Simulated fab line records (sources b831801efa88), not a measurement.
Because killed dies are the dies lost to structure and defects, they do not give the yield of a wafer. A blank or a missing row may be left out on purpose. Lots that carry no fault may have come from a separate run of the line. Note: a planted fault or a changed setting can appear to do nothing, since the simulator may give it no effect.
A lot that was struck, set against a sound lot + flow gf180mcu + 15 out of 602 route steps
Sound: these wafers, L496.2, L496.3, L496.6. Wafers L505.2, L505.3, L505.5 were the ones struck. The cause is named last.
Each step with rows lists, per side, the tool, then ch with its chambers, then its first start. Under that, the readings that differ: sound wafers + struck wafers + difference of the means + sigmas: that difference in standard deviations of wafers without a fault.
alike: same words and numbers on both sides, and readings whose means sit less than 2 such deviations apart. not compared: any withheld reading, any reading some wafer has no value for, any bound like >300 that may hide the same value, and any number with overlapping values for which the record gives no deviation.
The two part at a step that has a row with sigmas, a row that says differs or no value, or rows on one side only. Numbers that don't overlap but have no deviation are shown without sigmas and don't part them. A reading that every wafer of one side lacks parts them only if that side has two wafers or more.

GF_CONTACT_THK_MEAS_26: measures by xrf.
  struck on film-metro-02, day 20 04:25; sound on film-metro-03, day 16 22:16
  alike: CONTACT_W_THK
GF_CONTACT_CMP_27: polishes, stops on SiO2, t overpolish 15 s, target thk 0 nm.
  sound on cmp-02 ch 0,2,3, day 16 22:25; struck on cmp-02 ch 0,1,3, day 20 04:28
  alike: edge-zone-pressure-frac, motor-current-A, overpolish-run-s, platen-rpm, time-to-endpoint-s
then, 1 step without rows for these wafers: GF_M1_SPUTTER_00 (material Ti, target thk 37.5 nm, time 150 s).
GF_M1_SPUTTER_01: material TiN, target thk 30 nm, time 25 s.
  struck on pvd-sputter-04, day 20 04:52; sound on pvd-sputter-04, day 16 22:43
  alike: throttle-valve-pct
GF_M1_SPUTTER_02: material AlCu, target thk 450 nm, time 23.9 s.
  struck on pvd-sputter-04, day 20 04:54; sound on pvd-sputter-04, day 16 22:45
  alike: throttle-valve-pct
GF_M1_SPUTTER_03: material Ti, target thk 10 nm, time 6.7 s.
  struck on pvd-sputter-04, day 20 04:56; sound on pvd-sputter-04, day 16 22:47
  alike: throttle-valve-pct
GF_M1_SPUTTER_04: material TiN, target thk 50 nm, time 41.7 s.
  struck on pvd-sputter-04, day 20 04:57; sound on pvd-sputter-04, day 16 22:48
  alike: throttle-valve-pct
GF_M1_RS_MEAS_05: the measuring method here is four-point-probe.
  struck on film-metro-04, day 20 05:01; sound on film-metro-01, day 16 22:52
  alike: M1_ALCU_RS
GF_M1_THK_MEAS_06: measures by xrf.
  struck on film-metro-04, day 20 05:07; sound on film-metro-01, day 16 22:58
  alike: M1_ALCU_THK
then, 3 steps without rows for these wafers: GF_M1_DEHYDRATE_07 (time 60 s); GF_M1_HMDS_08 (prime time 60 s); GF_M1_COAT_09 (resist thk 1000 nm).
GF_M1_SOFTBAKE_10: time 60 s.
  sound on litho-track-04 ch 0, day 17 10:00; struck on litho-track-01 ch 0, day 20 16:31
| reading                  | sound                | struck               | difference | sigmas |
|--------------------------|----------------------|----------------------|------------|--------|
| heater-power-total-W (W) | 92.95 93.09 93.02    | 91.87 91.90 91.75    | -1.18      | -21    |
| plate-temp-C (C)         | 129.74 129.70 129.77 | 128.77 128.63 128.67 | -1.05      | -8     |
then, 1 step without rows for these wafers: GF_M1_EXPOSE_11 (exposes mask Metal1, target cd 230 nm).
GF_PASSIVATION_PROBE_99:
  the record has rows for the sound wafers here (prober-02, day 29 15:00) and none for the struck ones

== WHERE THEY PART ==
Last at GF_PASSIVATION_PROBE_99 as far as this record goes, first at GF_M1_SOFTBAKE_10.

WHY: whatever the simulator had introduced
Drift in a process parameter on litho-track-01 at GF_M1_SOFTBAKE_10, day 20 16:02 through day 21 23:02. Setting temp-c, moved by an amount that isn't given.
